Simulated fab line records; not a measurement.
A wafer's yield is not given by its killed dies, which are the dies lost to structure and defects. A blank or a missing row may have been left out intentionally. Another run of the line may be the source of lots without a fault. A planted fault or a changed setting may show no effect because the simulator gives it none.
Which tool was responsible? ; flow sky130 ; Sampling: 24 lots, 72 wafers, 5 of 708 route steps

## WHAT THE GAUGES READ, wafer by wafer
SKY_CAPM_THK_MEAS_01. Usual: CAPM_CVD_00_THK typically reads 15.47 nm, with standard deviation 0.28.
lot;measured;on;CAPM_CVD_00_THK (nm);flag
L074;day 36 11:44;filmMetro-04;15.27 15.00 15.43;
L075;day 36 12:43;filmMetro-04;15.43 15.82 16.16;
L076;day 37 03:38;filmMetro-04;15.19 15.42 15.72;
L077;day 37 10:55;filmMetro-03;16.02 15.73 15.40;
L078;day 37 11:52;filmMetro-04;15.08 15.51 15.70;
L080;day 38 06:41;filmMetro-04;15.42 15.60 15.58;
L079;day 38 09:31;filmMetro-01;15.89 15.97 15.68;
L081;day 39 07:58;filmMetro-01;15.43 15.49 15.75;
L082;day 39 08:17;filmMetro-04;15.56 15.85 15.51;
L083;day 39 08:49;filmMetro-03;15.57 15.63 15.84;
L084;day 39 18:04;filmMetro-03;15.27 15.66 15.77;
L085;day 40 03:32;filmMetro-03;15.25 15.30 15.65;
L086;day 40 11:37;filmMetro-01;14.98 15.71 15.44;
L087;day 40 15:42;filmMetro-03;15.35 15.76 15.43;
L088;day 40 16:37;filmMetro-03;15.49 15.28 15.45;
L089;day 41 00:11;filmMetro-03;15.46 15.48 15.64;
L090;day 41 07:46;filmMetro-03;15.35 15.28 15.55;
L091;day 41 13:40;filmMetro-03;15.17 15.64 15.34;
L092;day 41 23:26;filmMetro-04;15.67 15.47 16.02;
L093;day 42 05:17;filmMetro-03;15.33 15.92 16.07;
L094;day 42 07:37;filmMetro-01;15.35 15.61 15.26;
L095;day 42 10:53;filmMetro-03;15.58 15.31 15.11;
L096;day 42 17:55;filmMetro-01;15.25 15.40 15.72;
L097;day 43 04:29;filmMetro-04;15.10 15.66 15.65;

SKY_VIA3_THK_MEAS_23: measures by xrf. Usual: VIA3_W_THK typically reads 384 nm, with standard deviation 8.7.
lot;measured;on;VIA3_W_THK (nm);flag
L074;day 39 19:17;filmMetro-02;382 385 381;
L075;day 39 19:52;filmMetro-02;381 379 382;
L076;day 40 09:22;filmMetro-02;395 395 396;
L077;day 40 18:11;filmMetro-02;395 397 398;
L078;day 40 19:40;filmMetro-01;392 371 375;
L080;day 41 12:04;filmMetro-01;382 384 381;
L079;day 41 15:07;filmMetro-04;372 370 377;
L081;day 42 10:51;filmMetro-04;378 373 378;
L082;day 42 12:06;filmMetro-02;404 386 395;
L083;day 42 12:51;filmMetro-01;380 379 377;
L084;day 42 20:22;filmMetro-02;403 398 400;
L085;day 43 06:22;filmMetro-01;398 382 383;
L086;day 43 12:43;filmMetro-04;382 376 375;
L087;day 43 17:41;filmMetro-02;382 384 385;
L088;day 43 18:19;filmMetro-04;374 392 393;
L089;day 43 23:52;filmMetro-04;374 394 371;
L090;day 44 09:07;filmMetro-02;383 388 384;
L091;day 44 14:55;filmMetro-01;384 401 389;
L092;day 44 23:27;filmMetro-04;374 376 371;
L093;day 45 05:22;filmMetro-04;398 390 395;
L094;day 45 06:10;filmMetro-01;392 383 382;
L095;day 45 10:05;filmMetro-02;396 393 376;
L096;day 45 16:05;filmMetro-01;400 383 382;
L097;day 46 01:29;filmMetro-04;385 385 384;

## WHAT TOOL EACH LOT RAN ON (gives the tool, then ch and the chambers of the sampled wafers, and finally the start)
lot;SKY_VIA1_ETCH_15;SKY_VIA2_CVD_21;SKY_METAL3_SPUTTER_00
L074;rieDiel-01 ch 0,2,3, day 34 01:22;cvdW-01 ch 0,1, day 36 10:58;pvdSputter-01, day 36 11:34
L075;rieDiel-04 ch 2,3, day 34 02:33;cvdW-01 ch 0,1, day 36 11:47;pvdSputter-01, day 36 12:33
L076;rieDiel-02 ch 0,1,2, day 34 18:37;cvdW-01 ch 1, day 37 02:51;pvdSputter-03, day 37 03:28
L077;rieDiel-02 ch 0,1,2, day 35 00:15;cvdW-01 ch 1, day 37 10:07;pvdSputter-03, day 37 10:44
L078;rieDiel-04 ch 0,2,3, day 35 02:40;cvdW-02 ch 0,1, day 37 11:04;pvdSputter-03, day 37 11:40
L080;rieDiel-04 ch 1,3, day 35 21:27;cvdW-01 ch 0,1, day 38 05:55;pvdSputter-03, day 38 06:29
L079;rieDiel-02 ch 0,2,3, day 36 00:37;cvdW-01 ch 0,1, day 38 08:43;pvdSputter-02, day 38 09:20
L081;rieDiel-04 ch 2,3, day 36 23:12;cvdW-02 ch 0,1, day 39 07:13;pvdSputter-02, day 39 07:46
L082;rieDiel-02 ch 1,2, day 36 23:58;cvdW-02 ch 0,1, day 39 07:31;pvdSputter-01, day 39 08:05
L083;rieDiel-04 ch 0,3, day 37 01:19;cvdW-01 ch 0,1, day 39 08:02;pvdSputter-02, day 39 08:38
L084;rieDiel-04 ch 1,3, day 37 10:04;cvdW-02 ch 0,1, day 39 17:16;pvdSputter-03, day 39 17:53
L085;rieDiel-04 ch 0,1,2, day 37 20:38;cvdW-02 ch 0,1, day 40 02:46;pvdSputter-03, day 40 03:22
L086;rieDiel-01 ch 0,1, day 38 04:45;cvdW-02 ch 0,1, day 40 10:49;pvdSputter-01, day 40 11:26
L087;rieDiel-01 ch 1,3, day 38 09:25;cvdW-02 ch 0,1, day 40 14:56;pvdSputter-02, day 40 15:31
L088;rieDiel-04 ch 0,1,3, day 38 10:46;cvdW-02 ch 0,1, day 40 15:50;pvdSputter-02, day 40 16:26
L089;rieDiel-04 ch 1,2,3, day 38 19:18;cvdW-01 ch 0,1, day 40 23:23;pvdSputter-03, day 41 00:00
L090;rieDiel-02 ch 1,2,3, day 39 01:07;cvdW-02 ch 0,1, day 41 06:58;pvdSputter-02, day 41 07:35
L091;rieDiel-04 ch 0,3, day 39 08:37;cvdW-01 ch 0,1, day 41 12:52;pvdSputter-01, day 41 13:29
L092;rieDiel-01 ch 0,2,3, day 39 18:22;cvdW-01 ch 0,1, day 41 22:38;pvdSputter-03, day 41 23:15
L093;rieDiel-04 ch 0,1,3, day 40 00:55;cvdW-01 ch 0,1, day 42 04:31;pvdSputter-02, day 42 05:07
L094;rieDiel-01 ch 1,2, day 40 02:37;cvdW-02 ch 0,1, day 42 06:49;pvdSputter-01, day 42 07:26
L095;rieDiel-04 ch 0,1, day 40 06:57;cvdW-02 ch 0,1, day 42 10:02;pvdSputter-02, day 42 10:41
L096;rieDiel-04 ch 0,3, day 40 13:21;cvdW-02 ch 0,1, day 42 17:08;pvdSputter-01, day 42 17:43
L097;rieDiel-02 ch 1,3, day 41 00:09;cvdW-02 ch 0,1, day 43 03:41;pvdSputter-01, day 43 04:17
- SKY_VIA1_ETCH_15: etches SiO2 in C4F8/O2/Ar, stops on TiN, target depth 351 nm, time 54 s.
- SKY_VIA2_CVD_21: deposits W, target thk 420 nm, time 126.4 s.
- SKY_METAL3_SPUTTER_00: material Ti, target thk 15 nm, time 10 s.

## WHAT THE TOOLS THEMSELVES READ (means of the sampled wafers that have a number; where no wafer has one, the mark that the record gives instead)
SKY_VIA1_ETCH_15. Usual: 0.978 a.u. for oesProductAu, sd 0.0079.
lot;tool;oesProductAu (a.u.);flag
L074;rieDiel-01;0.971;
L075;rieDiel-04;0.979;
L076;rieDiel-02;0.979;
L077;rieDiel-02;0.978;
L078;rieDiel-04;0.972;
L080;rieDiel-04;0.983;
L079;rieDiel-02;0.983;
L081;rieDiel-04;0.982;
L082;rieDiel-02;0.983;
L083;rieDiel-04;0.981;
L084;rieDiel-04;0.979;
L085;rieDiel-04;0.977;
L086;rieDiel-01;0.982;
L087;rieDiel-01;0.973;
L088;rieDiel-04;0.981;
L089;rieDiel-04;0.981;
L090;rieDiel-02;0.983;
L091;rieDiel-04;0.978;
L092;rieDiel-01;0.977;
L093;rieDiel-04;0.971;
L094;rieDiel-01;0.982;
L095;rieDiel-04;0.976;
L096;rieDiel-04;0.971;
L097;rieDiel-02;0.979;

SKY_VIA2_CVD_21. Usual: 838 W for heaterPowerW, sd 68.
lot;tool;heaterPowerW (W);flag
L074;cvdW-01;861;
L075;cvdW-01;842;
L076;cvdW-01;905;
L077;cvdW-01;906;
L078;cvdW-02;813;
L080;cvdW-01;882;
L079;cvdW-01;853;
L081;cvdW-02;834;
L082;cvdW-02;784;
L083;cvdW-01;858;
L084;cvdW-02;785;
L085;cvdW-02;852;
L086;cvdW-02;844;
L087;cvdW-02;835;
L088;cvdW-02;781;
L089;cvdW-01;860;
L090;cvdW-02;838;
L091;cvdW-01;864;
L092;cvdW-01;891;
L093;cvdW-01;861;
L094;cvdW-02;829;
L095;cvdW-02;786;
L096;cvdW-02;823;
L097;cvdW-02;837;

SKY_METAL3_SPUTTER_00. Usual: cathodeDcPowerW 2999.9 W, standard deviation 0.58; throttleValvePct 30.1 %, standard deviation 0.79.
lot;tool;cathodeDcPowerW (W);throttleValvePct (%);flag
L074;pvdSputter-01;3000.1;29.5;
L075;pvdSputter-01;2999.9;29.4;
L076;pvdSputter-03;2999.3;31.0;
L077;pvdSputter-03;2999.6;31.0;
L078;pvdSputter-03;3000.3;30.8;
L080;pvdSputter-03;3000.4;30.9;
L079;pvdSputter-02;3000.1;29.7;
L081;pvdSputter-02;3000.4;30.5;
L082;pvdSputter-01;2999.9;29.4;
L083;pvdSputter-02;3000.1;29.9;
L084;pvdSputter-03;3000.0;31.0;
L085;pvdSputter-03;2999.8;30.7;
L086;pvdSputter-01;3000.0;29.6;
L087;pvdSputter-02;3000.1;29.9;
L088;pvdSputter-02;2999.7;29.9;
L089;pvdSputter-03;3000.4;30.9;
L090;pvdSputter-02;2999.5;29.6;
L091;pvdSputter-01;2999.8;30.0;
L092;pvdSputter-03;3000.2;31.0;
L093;pvdSputter-02;2999.7;29.8;
L094;pvdSputter-01;3000.3;29.5;
L095;pvdSputter-02;2999.8;29.9;
L096;pvdSputter-01;3000.0;28.9;
L097;pvdSputter-01;3000.2;29.0;

## THE ANSWER, worked out from the rows above alone
Rule: take the mean of a lot's wafers that have a number; if it is more than 3 standard deviations from the usual mean, the lot is off. Also off: a lot with no number at a reading for which 4 or more lots have one. Any other lot the step has rows for is counted as sound. The gauges are gone through in route order, then the tools' own readings, and for those a lot's mean is taken as printed above. The first step at which some lot is off is used, and at that step the reading that is off furthest; a lot without a number counts as furthest.
None of the lots is off at any reading shown; this tells nothing.

## WHAT HAD BEEN PUT IN BY THE SIMULATOR
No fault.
